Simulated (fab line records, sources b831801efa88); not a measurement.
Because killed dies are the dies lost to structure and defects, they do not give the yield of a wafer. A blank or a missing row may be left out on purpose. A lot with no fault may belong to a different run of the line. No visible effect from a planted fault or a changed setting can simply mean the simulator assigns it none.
The tool behind it: which one? | flow gf180mcu | 21 wafers from 7 lots sampled at 3 of the route's 602 steps

== WHAT THE GAUGES READ, wafer by wafer ==
GF_V1_CD_MEAS_14: target cd 260 nm.
lot  | measured     | on        | cd nm (nm)
L107 | day 18 22:22 | cd sem-01 | 259.4 259.7 259.1
L109 | day 20 02:31 | cd sem-02 | 260.0 260.4 261.0
L112 | day 20 18:58 | cd sem-02 | 259.4 259.9 259.0
L114 | day 21 11:14 | cd sem-02 | 257.5 257.8 256.3
L117 | day 22 16:47 | cd sem-02 | 259.4 259.3 258.3
L123 | day 25 01:53 | cd sem-01 | 258.1 257.1 259.1
L128 | day 26 06:08 | cd sem-02 | 259.4 258.2 258.6

== WHICH TOOL RAN EACH LOT (tool, then ch and the chambers of the sampled wafers, then the start) ==
lot  | GF_LVPWELL_STRIP_10                 | GF_VT_IMPLANT_IMPLANT_30
L107 | plasma asher-02 ch 0,1, day 4 09:01 | implanter-01 ch 0, day 7 10:22
L109 | plasma asher-03 ch 0,1, day 4 19:55 | implanter-04 ch 0, day 8 00:21
L112 | plasma asher-02 ch 0,1, day 5 12:29 | implanter-03 ch 0, day 8 17:58
L114 | plasma asher-02 ch 0, day 5 22:55   | implanter-04 ch 0, day 9 07:40
L117 | plasma asher-03 ch 0,1, day 6 17:20 | implanter-03 ch 0, day 10 05:14
L123 | plasma asher-04 ch 0,1, day 8 07:25 | implanter-04 ch 0, day 12 01:10
L128 | plasma asher-02 ch 0,1, day 9 06:40 | implanter-03 ch 0, day 13 04:37
- GF_LVPWELL_STRIP_10: strips in O2/N2.
- GF_VT_IMPLANT_IMPLANT_30

== THE ANSWER, worked out from the rows above alone ==
Rule: what is usual is taken from the lots themselves. The widest of any qualifying gaps counts: lots, ordered by their means at a reading, are off when they make up no more than a third of the lots, leave a main group of 4 or more, and stand apart from it by 3 or more times the standard deviation of that group's means. If all means in a main group match to the digits the tables above print for the reading, that group is not used. Also off: a lot with no number at a reading for which 4 or more lots have one. All remaining lots with rows at the step are treated as sound.
No lot is off at any reading shown: from this, nothing can be told.

== WHAT HAD BEEN PUT IN BY THE SIMULATOR ==
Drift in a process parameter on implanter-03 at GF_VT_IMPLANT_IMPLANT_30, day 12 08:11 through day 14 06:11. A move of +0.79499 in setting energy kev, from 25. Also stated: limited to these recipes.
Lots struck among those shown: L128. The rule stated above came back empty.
